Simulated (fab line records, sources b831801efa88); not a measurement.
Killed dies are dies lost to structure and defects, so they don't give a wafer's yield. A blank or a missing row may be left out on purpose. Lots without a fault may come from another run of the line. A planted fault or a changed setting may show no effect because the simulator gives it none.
A struck lot beside a sound one | flow sky130 | 44 steps out of a route of 708
Sound: wafers L760.2, L760.4, L760.6. Struck: wafer L773.4. (L773.1, L773.5 of the same lot were not struck and are left out.) The cause comes at the end.
At each step with rows: each side's tool, then ch and its chambers, then its first start. Under that, the readings that differ: sound wafers | struck wafers | difference of the means | sigmas: that difference in standard deviations of wafers without a fault.
alike: readings whose means differ by less than 2 such deviations, and words and numbers that are the same on both sides. not compared: withheld readings, readings that some wafer has no value for, bounds like >300 that may hide the same value, and numbers for which the record gives no deviation and whose values overlap.
The two part at a step that has a row with sigmas, a row that says differs or no value, or rows on one side only. Numbers that don't overlap but have no deviation are shown without sigmas and don't part them. A reading that every wafer of one side lacks parts them only if that side has two wafers or more.

first, 4 steps without rows for these wafers: SKY_VIA3_CLEAN_18 (cleans in IPA, time 180 s); SKY_VIA3_CLEAN_19 (cleans in O3/DIW); SKY_VIA3_SPUTTER_20 (material TiN, target thk 20 nm, time 80 s); SKY_VIA3_CVD_21 (deposits W, target thk 390 nm, time 117.31 s).
SKY_VIA3_RS_MEAS_22: measures by four-point-probe.
  sound on film_metro-04, day 40 17:34; struck on film_metro-01, day 44 10:41
  alike: VIA3_W_RS
SKY_VIA3_THK_MEAS_23: measures by xrf.
  sound on film_metro-04, day 40 17:41; struck on film_metro-01, day 44 10:49
  alike: VIA3_W_THK
SKY_VIA3_CMP_24: polishes, stops on SiO2, t overpolish 20 s, target thk 0 nm.
  sound on cmp-02 ch 0,1,3, day 40 17:50; struck on cmp-01 ch 2, day 44 10:52
  alike: motor_current_A, overpolish_run_s, time_to_endpoint_s
SKY_METAL4_SPUTTER_00: material Ti, target thk 15 nm, time 10 s.
  sound on pvd_sputter-03, day 40 18:02; struck on pvd_sputter-01, day 44 11:10
  alike: throttle_valve_pct
SKY_METAL4_SPUTTER_01: material TiN, target thk 20 nm, time 16.7 s.
  sound on pvd_sputter-03, day 40 18:04; struck on pvd_sputter-01, day 44 11:12
  alike: throttle_valve_pct
then, 1 step without rows for these wafers: SKY_METAL4_SPUTTER_02 (material AlCu, target thk 735 nm, time 39.1 s).
SKY_METAL4_SPUTTER_03: material Ti, target thk 5 nm, time 3.3 s.
  sound on pvd_sputter-03, day 40 18:07; struck on pvd_sputter-01, day 44 11:16
  alike: throttle_valve_pct
then, 1 step without rows for these wafers: SKY_METAL4_SPUTTER_04 (material TiN, target thk 70 nm, time 58.3 s).
SKY_CAP2M_CVD_00: deposits SiO2, target thk 15.5 nm.
  sound on pecvd-01 ch 0,1,2, day 40 18:11; struck on pecvd-01 ch 1, day 44 11:20
  reading                                | sound           | struck | difference | sigmas
  model.SiO2_of_CAP2M_CVD_00.thk_nm (nm) | 15.44 15.6 15.7 | 21.83  | +6.25      |
  alike: heater_power_w, rf_fwd_power_W, susceptor_temp_C
SKY_CAP2M_THK_MEAS_01:
  sound on film_metro-02, day 40 18:13; struck on film_metro-03, day 44 11:21
  reading               | sound             | struck | difference | sigmas
  CAP2M_CVD_00_THK (nm) | 15.41 15.57 15.68 | 21.79  | +6.24      | +28
then, 1 step without rows for these wafers: SKY_CAP2M_SPUTTER_02 (material TiN, target thk 200 nm, time 166.7 s).
SKY_CAP2M_RS_MEAS_03: measures by four-point-probe.
  sound on film_metro-03, day 40 18:24; struck on film_metro-03, day 44 11:32
  alike: CAP2M_TIN_RS
SKY_CAP2M_THK_MEAS_04: measures by xrf.
  sound on film_metro-03, day 40 18:31; struck on film_metro-03, day 44 11:39
  alike: CAP2M_TIN_THK
then, 7 steps without rows for these wafers: SKY_CAP2M_DEHYDRATE_05 (time 60 s); SKY_CAP2M_HMDS_06 (prime time 60 s); SKY_CAP2M_COAT_07 (resist thk 1140 nm); SKY_CAP2M_SOFTBAKE_08 (time 58.67 s); SKY_CAP2M_EXPOSE_09 (exposes mask CAP2M, target cd 1000 nm); SKY_CAP2M_PEB_10; SKY_CAP2M_DEVELOP_11 (develop time 60 s).
SKY_CAP2M_OVL_MEAS_12:
  sound on overlay-02, day 41 18:10; struck on overlay-02, day 45 08:55
  alike: CAP2M_OVL
then, 13 steps without rows for these wafers: SKY_CAP2M_METAL_ETCH_13 (etches TiN in Cl2/BCl3, stops on SiO2, target depth 220 nm, time 62.9 s); SKY_CAP2M_STRIP_14 (strips in O2/N2); SKY_CAP2M_STRIP_15 (strips in post etch residue remover, time 1200 s); SKY_CAP2M_CLEAN_16 (cleans in IPA, time 180 s); SKY_CAP2M_CLEAN_17 (cleans in O3/DIW); SKY_METAL4_DEHYDRATE_05 (time 60 s); SKY_METAL4_HMDS_06 (prime time 60 s); SKY_METAL4_COAT_07 (resist thk 60 nm); SKY_METAL4_COAT_08 (resist thk 1140 nm); SKY_METAL4_SOFTBAKE_09 (time 90 s); SKY_METAL4_EXPOSE_10 (exposes mask MM4, target cd 300 nm); SKY_METAL4_PEB_11; SKY_METAL4_DEVELOP_12 (develop time 60 s).
SKY_METAL4_CD_MEAS_13: target cd 300 nm.
  sound on cd_sem-01, day 42 18:23; struck on cd_sem-02, day 46 06:16
  alike: cd_nm
SKY_METAL4_OVL_MEAS_14:
  sound on overlay-01, day 42 18:29; struck on overlay-01, day 46 06:23
  reading         | sound     | struck | difference | sigmas
  METAL4_OVL (nm) | -10 -2 -4 | 7      | +12        | +2
SKY_METAL4_DESCUM_15: chemistry O2, time 8 s.
  sound on rie_metal-02 ch 1, day 42 18:31; struck on rie_metal-03 ch 0, day 46 06:25
  alike: drypump_motor_current_A, oes_product_au, rf_fwd_power_W
  not compared: rf_hours_counter_h
then, 1 step without rows for these wafers: SKY_METAL4_ETCH_16 (etches BARC in N2/H2, stops on SiO2, time 88.2 s, target depth 60 nm).
SKY_METAL4_ETCH_17: etches SiO2 in C4F8/O2/Ar, stops on TiN, time 3.9 s, target depth 15 nm.
  sound on rie_diel-02 ch 1,2,3, day 42 18:39; struck on rie_diel-02 ch 2, day 46 06:33
  reading                  | sound             | struck | difference | sigmas
  oes_product_au (a.u.)    | 0.751 0.754 0.757 | 0.903  | +0.149     | +22
  model.etch.depth_nm (nm) | 15.44 15.6 15.7   | 21.83  | +6.25      |
  alike: rf_fwd_power_W
  not compared: rf_hours_counter_h
-- the record jumps here: 3 days lie between the struck wafers' starts before and after (it left off in module METAL4 and takes up again in module PAD_OPEN, whose first step shown is number 708 of the route) --
SKY_PAD_OPEN_PROBE_99:
  sound on prober-02, day 46 16:50; struck on prober-02, day 49 17:05
  reading                               | sound                | struck | difference | sigmas
  model.etest.tester.sort_n_pass        | 399 405 387          | 13     | -384       |
  model.etest.tester.sort_yield_pct (%) | 81.1 82.32 78.66     | 2.642  | -78.051    |
  model.etest.tester.sort_bin_5_pct (%) | 12.6 10.98 12.8      | 88.41  | +76.28     |
  model.etest.licon_pdiff.rc_ohm        | 584.5 593.9 597.5    | 561    | -31        |
  model.etest.licon_ndiff.rc_ohm        | 188.7 185.7 176.4    | 169.3  | -14.3      |
  model.etest.licon_poly.rc_ohm         | 153.5 149.8 165      | 145.5  | -10.6      |
  model.etest.cap_mim2.bv_v (V)         | 14.01 14.17 14.04    | 19.6   | +5.5       |
  model.etest.cap_mim2.leak_log10_a_cm2 | -8.947 -8.898 -9.004 | -10.29 | -1.34      |
  alike: defect_limited_yield, killed_at_M0_to_M3, killed_at_M4_up, killed_at_contacts, killed_at_front_end, killed_at_other, killed_dies, killed_open, killed_short

WHERE THEY PART
First at SKY_CAP2M_THK_MEAS_01; last, within this record, at SKY_METAL4_ETCH_17. Later steps at which nothing parts them and some readings are alike: SKY_PAD_OPEN_PROBE_99.

WHY: what the simulator had put in
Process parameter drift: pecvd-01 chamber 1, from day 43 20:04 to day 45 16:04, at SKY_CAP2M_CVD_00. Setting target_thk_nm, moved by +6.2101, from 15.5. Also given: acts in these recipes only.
